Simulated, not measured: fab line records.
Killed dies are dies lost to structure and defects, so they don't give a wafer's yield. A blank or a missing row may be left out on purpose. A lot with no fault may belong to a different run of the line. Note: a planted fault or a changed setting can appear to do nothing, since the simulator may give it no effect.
fab line records -- flow sky130
record lots=12, wafers=36, last_day=51
route steps=708 shown SPACER@306 SD_P@326 LI_CONTACT@363 PAD_OPEN@708
lots untouched by any fault: they come from a run of this same line in which no faults occurred
start_h: hours from the record's opening day to when the first of the lot's shown wafers began -- wait_h: hours elapsed since this lot's preceding step -- " identical to the entry in the row above -- L1.1+2: a single row standing in for several wafers -- - value missing, or start not given -- * or withheld: withheld -- < > ~ a bound
route shown NAME@n: a module of which the file shows steps, and the number in the route of the first -- usual: mean and standard deviation over wafers with no fault -- same: alike in all rows -- chamber/n: place in a boat -- sites: readings site by site -- _std_site: standard deviation of those values -- _edge_site: mean of outer sites minus mean of inner sites -- radius_mm: for every site, how far away it sits from the centre of the wafer -- mask NAME#n: copy n -- behind: the tool/chamber that last shaped the wafer -- hold: the reason the lot was held/the length of the hold in hours/how it ended -- device: transistor that didn't switch, given as n, p or np -- end of line: the tests these same wafers got at the end of their route -- for a step that has no rows: nothing shown but its recipe -- killed: dies that structure and defects cost at the first sort, which is not the same as the wafer's yield -- map: a wafer's dies, marking killed ones x, the rest . and places with no die _
set.NAME: the setting as run; set.NAME@STEP: as run at that earlier step -- model.NAME: the simulator's own value behind a step, which no gauge read
a sample of lots followed through the steps of the route, with each step as a table and each wafer as a row
services: when a tool's chamber went out of use (start_h, in hours from the record's first day, below 0 if earlier), for how many hours, and the reason
## steps
# step SKY_SPACER_ETCHBACK_02
# recipe chemistry=CH3F/O2, target=Si3N4, stop_on=SiO2, source_w=400, bias_w=80, pressure_mtorr=25, ch3f_flow_sccm=40, O2_flow_sccm=30, time_s=46.7, target_depth_a=450
# usual drypump_motor_current_A=5.8/0.43, oes_product_au=0.854/0.0068, throttle_valve_pct=10.562/0.0086
lot.wafer,tool,chamber,start_h,wait_h,drypump_motor_current_A,oes_product_au,rf_hours_counter_h,throttle_valve_pct
L410.2,rie_diel-01,2,512.99,0.0,5.9,0.843,7,10.569
L410.3,rie_diel-01,0,512.99,0.0,5.8,0.828,57,10.556
L410.5,rie_diel-01,2,512.99,0.0,5.9,0.841,-,10.568
L411.1,rie_diel-02,0,536.24,0.1,5.8,0.854,43,10.561
L411.3,rie_diel-02,1,536.24,0.1,5.3,0.850,8,10.578
L411.6,rie_diel-02,1,536.24,0.1,5.3,0.862,-,10.579
L412.4,rie_diel-01,3,538.52,0.0,4.9,0.861,-,10.560
L412.5,rie_diel-01,1,538.52,0.0,5.6,0.862,-,10.555
L412.6,rie_diel-01,2,538.52,0.0,5.9,0.851,-,10.557
L420.2,rie_diel-01,0,619.55,0.0,5.8,0.848,59,10.554
L420.5,rie_diel-01,0,619.55,0.0,5.8,0.849,-,10.565
L420.6,rie_diel-01,3,619.55,0.0,5.0,0.851,-,10.551
L421.1,rie_diel-04,2,622.11,0.1,6.0,0.862,1,10.555
L421.4,rie_diel-04,0,622.11,0.1,5.7,0.859,2,10.560
L421.6,rie_diel-04,0,622.11,0.1,5.7,0.853,-,10.568
L422.2,rie_diel-02,2,630.27,0.0,6.2,0.850,31,10.567
L422.4,rie_diel-02,3,630.27,0.0,5.2,0.851,0,10.574
L422.5,rie_diel-02,0,630.27,0.0,5.8,0.861,-,10.553
L424.1,rie_diel-01,3,643.44,0.1,5.0,0.854,39,10.563
L424.3,rie_diel-01,2,643.44,0.1,5.9,0.867,10,10.570
L424.5,rie_diel-01,3,643.44,0.1,5.0,0.856,-,10.569
L425.3,rie_diel-04,3,655.59,0.0,5.9,0.849,5,10.583
L425.4,rie_diel-04,3,655.59,0.0,5.9,0.850,-,10.573
L425.5,rie_diel-04,1,655.59,0.0,6.6,0.848,-,10.562
L427.1,rie_diel-02,2,673.54,0.1,6.2,0.849,32,10.556
L427.3,rie_diel-02,1,673.54,0.1,5.3,0.845,11,10.559
L427.6,rie_diel-02,3,673.54,0.1,5.2,0.857,-,10.562
L430.1,rie_diel-02,1,690.31,0.1,5.3,0.850,12,10.554
L430.3,rie_diel-02,3,690.31,0.1,5.2,0.845,2,10.564
L430.5,rie_diel-02,2,690.31,0.1,6.2,0.849,-,10.575
L432.1,rie_diel-02,1,708.27,0.1,5.3,0.861,12,10.547
L432.2,rie_diel-02,3,708.27,0.1,5.2,0.852,2,10.571
L432.5,rie_diel-02,3,708.27,0.1,5.2,0.854,-,10.559
L433.2,rie_diel-02,2,742.42,0.0,6.2,0.860,34,10.568
L433.3,rie_diel-02,3,742.42,0.0,5.2,0.867,3,10.558
L433.5,rie_diel-02,3,742.42,0.0,5.2,0.859,-,10.587
# step SKY_SD_P_DEVELOP_06
# recipe resist=NOVOLAK, developer=TMAH, develop_time_s=60, dev_temp_c=23
lot.wafer,tool,chamber,start_h,wait_h
L410.2+3+5,litho_track-01,0,572.63,0.1
L411.1+3+6,litho_track-01,0,594.96,0.1
L412.4+5+6,litho_track-02,0,597.18,0.1
L420.2+5+6,litho_track-01,0,678.43,0.1
L421.1+4+6,litho_track-04,0,680.77,0.1
L422.2+4+5,litho_track-01,0,688.48,0.1
L424.1+3+5,litho_track-04,0,700.67,0.1
L425.3+4+5,litho_track-04,0,711.27,0.1
L427.1+3+6,litho_track-04,0,728.02,0.1
L430.1+3+5,litho_track-02,0,744.75,0.1
L432.1+2+5,litho_track-02,0,764.16,0.1
L433.2+3+5,litho_track-04,0,794.70,0.1
# step SKY_SD_P_CD_MEAS_07
# recipe target_cd_nm=380
# usual cd_nm=379.3/2.2
lot.wafer,tool,chamber,start_h,wait_h,cd_nm
L410.2,cd_sem-02,-,572.78,0.1,381.7
L410.3,cd_sem-02,-,572.78,0.1,382.9
L410.5,cd_sem-02,-,572.78,0.1,382.4
L411.1,cd_sem-01,-,595.11,0.1,379.1
L411.3,cd_sem-01,-,595.11,0.1,377.3
L411.6,cd_sem-01,-,595.11,0.1,379.0
L412.4,cd_sem-01,-,597.31,0.1,380.5
L412.5,cd_sem-01,-,597.31,0.1,379.2
L412.6,cd_sem-01,-,597.31,0.1,378.8
L420.2,cd_sem-01,-,678.58,0.1,-
L420.5,cd_sem-01,-,678.58,0.1,-
L420.6,cd_sem-01,-,678.58,0.1,-
L421.1,cd_sem-01,-,680.92,0.1,380.7
L421.4,cd_sem-01,-,680.92,0.1,382.7
L421.6,cd_sem-01,-,680.92,0.1,382.9
L422.2,cd_sem-01,-,688.63,0.1,-
L422.4,cd_sem-01,-,688.63,0.1,-
L422.5,cd_sem-01,-,688.63,0.1,-
L424.1,cd_sem-01,-,700.82,0.1,378.7
L424.3,cd_sem-01,-,700.82,0.1,377.8
L424.5,cd_sem-01,-,700.82,0.1,378.7
L425.3,cd_sem-02,-,711.46,0.2,377.7
L425.4,cd_sem-02,-,711.46,0.2,381.4
L425.5,cd_sem-02,-,711.46,0.2,377.2
L427.1,cd_sem-02,-,728.17,0.1,380.3
L427.3,cd_sem-02,-,728.17,0.1,380.6
L427.6,cd_sem-02,-,728.17,0.1,382.0
L430.1,cd_sem-01,-,744.90,0.1,379.9
L430.3,cd_sem-01,-,744.90,0.1,378.8
L430.5,cd_sem-01,-,744.90,0.1,380.5
L432.1,cd_sem-01,-,764.31,0.1,380.2
L432.2,cd_sem-01,-,764.31,0.1,379.0
L432.5,cd_sem-01,-,764.31,0.1,377.2
L433.2,cd_sem-01,-,794.84,0.1,378.4
L433.3,cd_sem-01,-,794.84,0.1,379.7
L433.5,cd_sem-01,-,794.84,0.1,377.9
# step SKY_SD_P_OVL_MEAS_08
# usual SD_P_OVL=-0.5/1.4
lot.wafer,tool,chamber,start_h,wait_h,SD_P_OVL[nm]
L410.2,overlay-01,-,572.88,0.1,-1.1
L410.3,overlay-01,-,572.88,0.1,-1.2
L410.5,overlay-01,-,572.88,0.1,-2.0
L411.1,overlay-01,-,595.23,0.1,-0.8
L411.3,overlay-01,-,595.23,0.1,-0.2
L411.6,overlay-01,-,595.23,0.1,-1.2
L412.4,overlay-01,-,597.39,0.1,0.9
L412.5,overlay-01,-,597.39,0.1,-1.2
L412.6,overlay-01,-,597.39,0.1,-2.2
L420.2,overlay-01,-,678.68,0.1,-
L420.5,overlay-01,-,678.68,0.1,-
L420.6,overlay-01,-,678.68,0.1,-
L421.1,overlay-02,-,681.04,0.1,-0.5
L421.4,overlay-02,-,681.04,0.1,0.4
L421.6,overlay-02,-,681.04,0.1,0.3
L422.2,overlay-02,-,688.73,0.1,-
L422.4,overlay-02,-,688.73,0.1,-
L422.5,overlay-02,-,688.73,0.1,-
L424.1,overlay-01,-,700.94,0.1,-0.6
L424.3,overlay-01,-,700.94,0.1,-1.2
L424.5,overlay-01,-,700.94,0.1,-2.1
L425.3,overlay-02,-,711.56,0.1,-0.7
L425.4,overlay-02,-,711.56,0.1,0.1
L425.5,overlay-02,-,711.56,0.1,-2.0
L427.1,overlay-01,-,728.29,0.1,-2.3
L427.3,overlay-01,-,728.29,0.1,-1.2
L427.6,overlay-01,-,728.29,0.1,-1.7
L430.1,overlay-02,-,745.02,0.1,-1.5
L430.3,overlay-02,-,745.02,0.1,-0.5
L430.5,overlay-02,-,745.02,0.1,0.0
L432.1,overlay-01,-,764.43,0.1,1.5
L432.2,overlay-01,-,764.43,0.1,2.5
L432.5,overlay-01,-,764.43,0.1,1.2
L433.2,overlay-01,-,794.95,0.1,-1.2
L433.3,overlay-01,-,794.95,0.1,-0.5
L433.5,overlay-01,-,794.95,0.1,-2.2
# step SKY_SD_P_TW_MEAS_11
# usual SD_P_TW=2857/23
lot.wafer,tool,chamber,start_h,wait_h,hold,SD_P_TW
L410.2,film_metro-04,-,573.17,0.1,-,2885
L410.3,film_metro-04,-,573.17,0.1,-,2862
L410.5,film_metro-04,-,573.17,0.1,-,2849
L411.1,film_metro-04,-,595.51,0.1,-,2892
L411.3,film_metro-04,-,595.51,0.1,-,2882
L411.6,film_metro-04,-,595.51,0.1,-,2893
L412.4,film_metro-03,-,597.69,0.1,-,2857
L412.5,film_metro-03,-,597.69,0.1,-,2871
L412.6,film_metro-03,-,597.69,0.1,-,2864
L420.2,film_metro-02,-,678.97,0.1,await_dispo/0.2h/release,30
L420.5,film_metro-02,-,678.97,0.1,await_dispo/0.2h/release,30
L420.6,film_metro-02,-,678.97,0.1,await_dispo/0.2h/release,30
L420.2,film_metro-02,-,679.20,0.2,-,30
L420.5,film_metro-02,-,679.20,0.2,-,30
L420.6,film_metro-02,-,679.20,0.2,-,30
L421.1,film_metro-03,-,681.33,0.1,-,2880
L421.4,film_metro-03,-,681.33,0.1,-,2868
L421.6,film_metro-03,-,681.33,0.1,-,2879
L422.2,film_metro-04,-,689.02,0.1,await_dispo/0.2h/release,30
L422.4,film_metro-04,-,689.02,0.1,await_dispo/0.2h/release,30
L422.5,film_metro-04,-,689.02,0.1,await_dispo/0.2h/release,30
L422.2,film_metro-04,-,689.25,0.2,-,30
L422.4,film_metro-04,-,689.25,0.2,-,31
L422.5,film_metro-04,-,689.25,0.2,-,30
L424.1,film_metro-04,-,701.23,0.1,-,2863
L424.3,film_metro-04,-,701.23,0.1,-,2874
L424.5,film_metro-04,-,701.23,0.1,-,2860
L425.3,film_metro-02,-,711.85,0.1,-,2817
L425.4,film_metro-02,-,711.85,0.1,-,2807
L425.5,film_metro-02,-,711.85,0.1,-,2823
L427.1,film_metro-03,-,728.58,0.1,-,2884
L427.3,film_metro-03,-,728.58,0.1,-,2883
L427.6,film_metro-03,-,728.58,0.1,-,2881
L430.1,film_metro-04,-,745.32,0.1,-,2868
L430.3,film_metro-04,-,745.32,0.1,-,2865
L430.5,film_metro-04,-,745.32,0.1,-,2872
L432.1,film_metro-04,-,764.71,0.1,-,2851
L432.2,film_metro-04,-,764.71,0.1,-,2856
L432.5,film_metro-04,-,764.71,0.1,-,2877
L433.2,film_metro-02,-,795.24,0.1,-,2827
L433.3,film_metro-02,-,795.24,0.1,-,2833
L433.5,film_metro-02,-,795.24,0.1,-,2822
# step SKY_LI_CONTACT_THK_MEAS_01
# recipe reads=PSG_of_LI_CONTACT_HDPCVD_00
# usual LI_CONTACT_HDPCVD_THK=926/8.2
lot.wafer,tool,chamber,start_h,wait_h,LI_CONTACT_HDPCVD_THK[nm]
L410.2,film_metro-02,-,633.49,0.1,912
L410.3,film_metro-02,-,633.49,0.1,914
L410.5,film_metro-02,-,633.49,0.1,906
L411.1,film_metro-03,-,656.68,0.1,933
L411.3,film_metro-03,-,656.68,0.1,934
L411.6,film_metro-03,-,656.68,0.1,937
L412.4,film_metro-02,-,658.35,0.0,925
L412.5,film_metro-02,-,658.35,0.0,929
L412.6,film_metro-02,-,658.35,0.0,939
L421.1,film_metro-04,-,736.73,0.1,934
L421.4,film_metro-04,-,736.73,0.1,924
L421.6,film_metro-04,-,736.73,0.1,918
L424.1,film_metro-03,-,756.73,0.1,929
L424.3,film_metro-03,-,756.73,0.1,928
L424.5,film_metro-03,-,756.73,0.1,924
L425.3,film_metro-03,-,767.14,0.1,922
L425.4,film_metro-03,-,767.14,0.1,933
L425.5,film_metro-03,-,767.14,0.1,931
L427.1,film_metro-03,-,783.35,0.1,924
L427.3,film_metro-03,-,783.35,0.1,921
L427.6,film_metro-03,-,783.35,0.1,916
L430.1,film_metro-02,-,798.96,0.1,921
L430.3,film_metro-02,-,798.96,0.1,937
L430.5,film_metro-02,-,798.96,0.1,933
L432.1,film_metro-04,-,819.58,0.1,920
L432.2,film_metro-04,-,819.58,0.1,924
L432.5,film_metro-04,-,819.58,0.1,925
L433.2,film_metro-03,-,849.28,0.1,929
L433.3,film_metro-03,-,849.28,0.1,934
L433.5,film_metro-03,-,849.28,0.1,923
# step SKY_LI_CONTACT_OVL_MEAS_13
# usual LI_CONTACT_OVL=0/5.1
lot.wafer,tool,chamber,start_h,wait_h,LI_CONTACT_OVL[nm]
L410.2,overlay-02,-,664.13,0.1,-4
L410.3,overlay-02,-,664.13,0.1,-7
L410.5,overlay-02,-,664.13,0.1,-3
L411.1,overlay-01,-,685.59,0.1,0
L411.3,overlay-01,-,685.59,0.1,-6
L411.6,overlay-01,-,685.59,0.1,3
L412.4,overlay-01,-,687.92,0.1,-12
L412.5,overlay-01,-,687.92,0.1,-3
L412.6,overlay-01,-,687.92,0.1,-10
L421.1,overlay-01,-,765.36,0.1,-2
L421.4,overlay-01,-,765.36,0.1,1
L421.6,overlay-01,-,765.36,0.1,-5
L424.1,overlay-01,-,784.09,0.1,-1
L424.3,overlay-01,-,784.09,0.1,-6
L424.5,overlay-01,-,784.09,0.1,2
L425.3,overlay-02,-,794.12,0.1,8
L425.4,overlay-02,-,794.12,0.1,8
L425.5,overlay-02,-,794.12,0.1,7
L427.1,overlay-01,-,810.39,0.1,-2
L427.3,overlay-01,-,810.39,0.1,-4
L427.6,overlay-01,-,810.39,0.1,-5
L430.1,overlay-02,-,826.21,0.1,2
L430.3,overlay-02,-,826.21,0.1,-3
L430.5,overlay-02,-,826.21,0.1,-1
L432.1,overlay-01,-,846.38,0.1,-5
L432.2,overlay-01,-,846.38,0.1,-5
L432.5,overlay-01,-,846.38,0.1,1
L433.2,overlay-02,-,875.95,0.1,-3
L433.3,overlay-02,-,875.95,0.1,-4
L433.5,overlay-02,-,875.95,0.1,-3
# step SKY_PAD_OPEN_PROBE_99
# usual defect_limited_yield=82.2/2, killed_at_M0_to_M3=43/6.4, killed_at_M4_up=3.2/1.8, killed_at_contacts=25/5.8, killed_at_front_end=16/4.1, killed_at_other=0.2/0.47, killed_dies=88/9.9, killed_open=47/7.3, killed_short=40/7.1, sort_bin_3_pad_short=0.9/0.41, sort_bin_5_function=10.6/1.6, sort_bin_6_memory=6.3/1.2, sort_n_pass=404/9.9, sort_yield_pct=82.2/2
# same gross_dies=492, killed_at_back_side=0, sort_bin_4_leakage[%]=0, sort_bin_8_speed[%]=0
lot.wafer,tool,chamber,start_h,wait_h,defect_limited_yield[%],killed_at_M0_to_M3,killed_at_M4_up,killed_at_contacts,killed_at_front_end,killed_at_other,killed_dies,killed_open,killed_short,sort_bin_3_pad_short[%],sort_bin_5_function[%],sort_bin_6_memory[%],sort_n_pass,sort_yield_pct[%]
L412.4,prober-01,-,1079.81,0.2,80.5,59,4,20,13,0,96,51,45,0.8,11.0,7.7,396,80.5
L412.5,prober-01,-,1079.86,0.2,80.9,52,4,20,18,0,94,53,41,0.4,11.0,7.7,398,80.9
L412.6,prober-01,-,1079.91,0.2,83.5,44,2,22,13,0,81,31,50,0.8,10.8,4.9,411,83.5
# killed by level:class
L412.4 VIA1:geometric_particle:open=14 METAL2:geometric_particle:short=11 LI_CONTACT:geometric_particle:open=9 FIELD_ISO:geometric_particle:open=7 METAL3:geometric_particle:short=7 CONTACT:geometric_particle:open=6 METAL1:geometric_particle:short=6 FIELD_ISO:geometric_particle:short=4
L412.5 VIA1:geometric_particle:open=13 LI_CONTACT:geometric_particle:open=10 FIELD_ISO:geometric_particle:open=9 METAL2:geometric_particle:short=8 LOCAL_INTERCONNECT:geometric_particle:short=6 METAL1:geometric_particle:short=6 VIA3:geometric_particle:short=5 VIA2:geometric_particle:open=5
L412.6 METAL1:geometric_particle:short=11 METAL2:geometric_particle:short=9 LI_CONTACT:geometric_particle:open=9 VIA2:geometric_particle:short=5 FIELD_ISO:geometric_particle:short=4 POLY_GATE:geometric_particle:short=4 VIA1:geometric_particle:open=4 LOCAL_INTERCONNECT:geometric_particle:short=3
## services
tool,chamber,start_h,hours,kind
rie_diel-01,0,537.15,2.0,repair
rie_diel-02,3,550.44,20.3,repair
rie_diel-04,3,564.55,7.9,repair
rie_diel-04,2,573.78,5.3,repair
rie_diel-04,-,590.83,1.2,repair
rie_diel-02,3,592.91,8.6,repair
rie_diel-01,1,603.07,-,clean
rie_diel-01,1,603.07,27.0,scheduled_down
rie_diel-02,-,603.55,0.1,repair
rie_diel-02,3,607.79,-,clean
rie_diel-02,3,607.79,13.4,scheduled_down
rie_diel-02,3,607.79,13.4,vent_cycle
rie_diel-02,3,633.68,4.6,repair
rie_diel-04,3,635.47,3.6,repair
rie_diel-04,2,650.82,16.5,repair
rie_diel-01,1,651.83,5.3,repair
rie_diel-04,-,712.81,0.2,repair
rie_diel-04,-,713.12,28.1,pm
rie_diel-02,0,739.67,-,clean
rie_diel-02,0,739.67,16.1,scheduled_down
rie_diel-02,0,739.67,16.1,vent_cycle
rie_diel-01,2,747.89,8.9,repair
rie_diel-01,-,779.50,14.6,pm
rie_diel-01,1,794.66,5.6,repair
## key
first_sign step=SKY_SD_P_CD_MEAS_07, reading=cd_nm, direction=missing
effect step=SKY_SD_P_OVL_MEAS_08, reading=SD_P_OVL, direction=missing
effect step=SKY_SD_P_TW_MEAS_11, reading=visit, direction=added
effect step=SKY_SD_P_TW_MEAS_11, reading=SD_P_TW, direction=down, sigmas=99+, usual=2857, struck=30
met_at SKY_SD_P_DEVELOP_06
struck_lots L420,L422
scrapped_behind SKY_SD_P_TW_MEAS_11 L420.2,L420.5,L420.6,L422.2,L422.4,L422.5
not_acting_at SKY_SPACER_ETCHBACK_02,SKY_LI_CONTACT_THK_MEAS_01,SKY_LI_CONTACT_OVL_MEAS_13
onset_between 594.96 678.43
fault kind=process_parameter_drift, tool=litho_track-01, chamber=-, onset_h=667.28, steps=SKY_SD_P_DEVELOP_06, channel=develop_time_s, offset=*, shape=step, end_h=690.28, acts_in=*, stated=*
